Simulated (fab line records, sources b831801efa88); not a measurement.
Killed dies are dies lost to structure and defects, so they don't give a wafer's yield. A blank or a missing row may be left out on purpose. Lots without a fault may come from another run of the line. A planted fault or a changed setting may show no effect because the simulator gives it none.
A struck lot beside a sound one | flow sky130 | 42 steps out of a route of 708
Sound: wafers L393.1, L393.4, L393.6. Struck: wafers L389.1, L389.2, L389.3. The cause comes at the end.
At each step with rows: each side's tool, then ch and its chambers, then its first start. Under that, the readings that differ: sound wafers | struck wafers | difference of the means | sigmas: that difference in standard deviations of wafers without a fault.
alike: readings whose means differ by less than 2 such deviations, and words and numbers that are the same on both sides. not compared: withheld readings, readings that some wafer has no value for, bounds like >300 that may hide the same value, and numbers for which the record gives no deviation and whose values overlap.
The two part at a step that has a row with sigmas, a row that says differs or no value, or rows on one side only. Numbers that don't overlap but have no deviation are shown without sigmas and don't part them. A reading that every wafer of one side lacks parts them only if that side has two wafers or more.

first, 1 step without rows for these wafers: SKY_RES_XHIGH_IMPLANT_07.
SKY_RES_XHIGH_STRIP_08: strips in O2/N2.
  sound on plasma_asher-02 ch 0,1, day 31 14:19; struck on plasma_asher-01 ch 0,1, day 31 10:19
  alike: drypump_motor_current_A, oes_product_au, strip_time_to_endpoint_s
  not compared: rf_hours_counter_h
SKY_RES_XHIGH_TW_MEAS_09:
  sound on film_metro-03, day 31 14:25; struck on film_metro-01, day 31 10:25
  reading      | sound          | struck         | difference | sigmas
  RES_XHIGH_TW | 1633 1630 1633 | 1653 1649 1642 | +16        | +2
then, 7 steps without rows for these wafers: SKY_SD_N_DEHYDRATE_00 (time 60 s); SKY_SD_N_HMDS_01 (prime time 60 s); SKY_SD_N_COAT_02 (resist thk 1140 nm); SKY_SD_N_SOFTBAKE_03 (time 60 s); SKY_SD_N_EXPOSE_04 (exposes mask NSDM, target cd 380 nm); SKY_SD_N_PEB_05; SKY_SD_N_DEVELOP_06 (develop time 60 s).
SKY_SD_N_CD_MEAS_07: target cd 380 nm.
  sound on cd_sem-02, day 32 17:27; struck on cd_sem-02, day 32 13:51
  alike: cd_nm
SKY_SD_N_OVL_MEAS_08:
  sound on overlay-01, day 32 17:34; struck on overlay-01, day 32 13:58
  alike: SD_N_OVL
SKY_SD_N_IMPLANT_09:
  sound on implanter-04 ch 0, day 32 17:37; struck on implanter-02 ch 0, day 32 14:01
  alike: end_station_pressure_torr
then, 1 step without rows for these wafers: SKY_SD_N_IMPLANT_10.
SKY_SD_N_STRIP_11: strips in O2/N2.
  sound on plasma_asher-03 ch 1, day 32 17:55; struck on plasma_asher-04 ch 0,1, day 32 14:19
  alike: drypump_motor_current_A, oes_product_au, strip_time_to_endpoint_s
  not compared: rf_hours_counter_h
SKY_SD_N_TW_MEAS_12:
  sound on film_metro-03, day 32 18:01; struck on film_metro-03, day 32 14:25
  alike: SD_N_TW
then, 1 step without rows for these wafers: SKY_SD_N_CLEAN_13 (cleans in SC1/SC2, time 150 s).
SKY_SD_N_RTA_14: time 2 s.
  sound on rtp_anneal-01 ch 0, day 32 18:07; struck on rtp_anneal-02 ch 0, day 32 14:31
  alike: lamp_power_pct, wafer_temp_C_max
SKY_SD_N_RS_MEAS_16: measures by four-point-probe.
  sound on film_metro-03, day 32 18:17; struck on film_metro-04, day 32 14:44
  alike: SD_N_RS
SKY_SD_N_RS_MEAS_17: measures by four-point-probe.
  sound on film_metro-03, day 32 18:25; struck on film_metro-04, day 32 14:52
  alike: SD_P_RS
SKY_SD_N_RS_MEAS_18: measures by four-point-probe.
  sound on film_metro-03, day 32 18:32; struck on film_metro-04, day 32 14:59
  alike: RES_XHIGH_RS
then, 2 steps without rows for these wafers: SKY_SALICIDE_CLEAN_00 (cleans in HF-last, time 30 s); SKY_LI_CONTACT_HDPCVD_00 (deposits PSG, target thk 930 nm, time 155 s).
SKY_LI_CONTACT_THK_MEAS_01:
  sound on film_metro-04, day 32 18:46; struck on film_metro-03, day 32 15:13
  alike: LI_CONTACT_HDPCVD_THK
then, 1 step without rows for these wafers: SKY_LI_CONTACT_CMP_02 (polishes PSG).
SKY_LI_CONTACT_BOW_MEAS_03:
  sound on film_metro-01, day 32 19:08; struck on film_metro-01, day 32 15:35
  alike: LI_CONTACT_BOW
then, 8 steps without rows for these wafers: SKY_LI_CONTACT_DEHYDRATE_04 (time 60 s); SKY_LI_CONTACT_HMDS_05 (prime time 60 s); SKY_LI_CONTACT_COAT_06 (resist thk 60 nm); SKY_LI_CONTACT_COAT_07 (resist thk 450 nm); SKY_LI_CONTACT_SOFTBAKE_08 (time 90 s); SKY_LI_CONTACT_EXPOSE_09 (exposes mask LICM1, target cd 170 nm); SKY_LI_CONTACT_PEB_10; SKY_LI_CONTACT_DEVELOP_11 (develop time 60 s).
SKY_LI_CONTACT_CD_MEAS_12: target cd 170 nm.
  sound on cd_sem-02, day 33 21:46; struck on cd_sem-01, day 33 18:49
  alike: cd_nm
SKY_LI_CONTACT_OVL_MEAS_13:
  sound on overlay-02, day 33 21:53; struck on overlay-02, day 33 18:56
  alike: LI_CONTACT_OVL
SKY_LI_CONTACT_ETCH_14: etches BARC in N2/H2, stops on SiO2, time 45.9 s, target depth 60 nm.
  sound on rie_diel-02 ch 1,2,3, day 33 21:55; struck on rie_diel-01 ch 0,1,2, day 33 18:58
  alike: drypump_motor_current_A, oes_product_au, throttle_valve_pct
  not compared: rf_hours_counter_h
then, 1 step without rows for these wafers: SKY_LI_CONTACT_ETCH_15 (etches PSG in C4F8/O2/Ar, stops on Si, target depth 600 nm).
SKY_LI_CONTACT_STRIP_16: strips in O2/N2.
  sound on plasma_asher-02 ch 0,1, day 33 22:02; struck on plasma_asher-03 ch 0,1, day 33 19:05
  alike: drypump_motor_current_A, oes_product_au, strip_time_to_endpoint_s
  not compared: rf_hours_counter_h
then, 2 steps without rows for these wafers: SKY_LI_CONTACT_CLEAN_17 (cleans in NMP, time 600 s); SKY_LI_CONTACT_PRE_CLEAN_18 (time 5.6 s).
-- the record jumps here: 15 days lie between the struck wafers' starts before and after (it left off in module LI_CONTACT and takes up again in module PAD_OPEN, whose first step shown is number 708 of the route) --
SKY_PAD_OPEN_PROBE_99:
  sound on prober-01, day 49 07:56; struck on prober-02, day 49 06:37
  reading                                 | sound                         | struck                       | difference | sigmas
  model.etest.nfet_16v.r_on_ohm_um        | 1.379e+04 1.396e+04 1.378e+04 | 1.443e+04 1.433e+04 1.44e+04 | +5.433e+02 |
  model.etest.nfet_g5v0d10v5.r_on_ohm_um  | 1870 1884 1875                | 2031 2020 2011               | +144       |
  model.etest.nfet_01v8.r_on_ohm_um       | 855.1 833.1 846.5             | 892.7 897.4 883.3            | +46.2      |
  model.etest.sonos_uncharged.r_on_ohm_um | 811.8 817.6 815               | 851.7 868.3 849.5            | +41.7      |
  model.etest.nfet_05v0_nvt.drive_ua_um   | 594 575.8 589.2               | 550.2 558.4 559.6            | -30.3      |
  model.etest.nfet_01v8_lvt.drive_ua_um   | 564.6 573.2 565.8             | 560.1 559.5 561.3            | -7.6       |
  model.etest.nfet_g5v0d10v5.drive_ua_um  | 631.3 614.6 621.9             | 585 595.3 595.3              | -31        |
  model.etest.nfet_01v8.drive_ua_um       | 497.7 504.6 503.1             | 490.6 486.6 492.6            | -11.9      |
  alike: killed_at_M0_to_M3, killed_at_M4_up, killed_at_contacts, killed_at_front_end, killed_at_other, killed_dies, killed_open, killed_short

WHERE THEY PART
Only at SKY_RES_XHIGH_TW_MEAS_09, within this record. Later steps at which nothing parts them and some readings are alike: SKY_SD_N_CD_MEAS_07, SKY_SD_N_OVL_MEAS_08, SKY_SD_N_IMPLANT_09, SKY_SD_N_STRIP_11, SKY_SD_N_TW_MEAS_12, SKY_SD_N_RTA_14, SKY_SD_N_RS_MEAS_16, SKY_SD_N_RS_MEAS_17, SKY_SD_N_RS_MEAS_18, SKY_LI_CONTACT_THK_MEAS_01, SKY_LI_CONTACT_BOW_MEAS_03, SKY_LI_CONTACT_CD_MEAS_12, SKY_LI_CONTACT_OVL_MEAS_13, SKY_LI_CONTACT_ETCH_14, SKY_LI_CONTACT_STRIP_16, SKY_PAD_OPEN_PROBE_99.

WHY: what the simulator had put in
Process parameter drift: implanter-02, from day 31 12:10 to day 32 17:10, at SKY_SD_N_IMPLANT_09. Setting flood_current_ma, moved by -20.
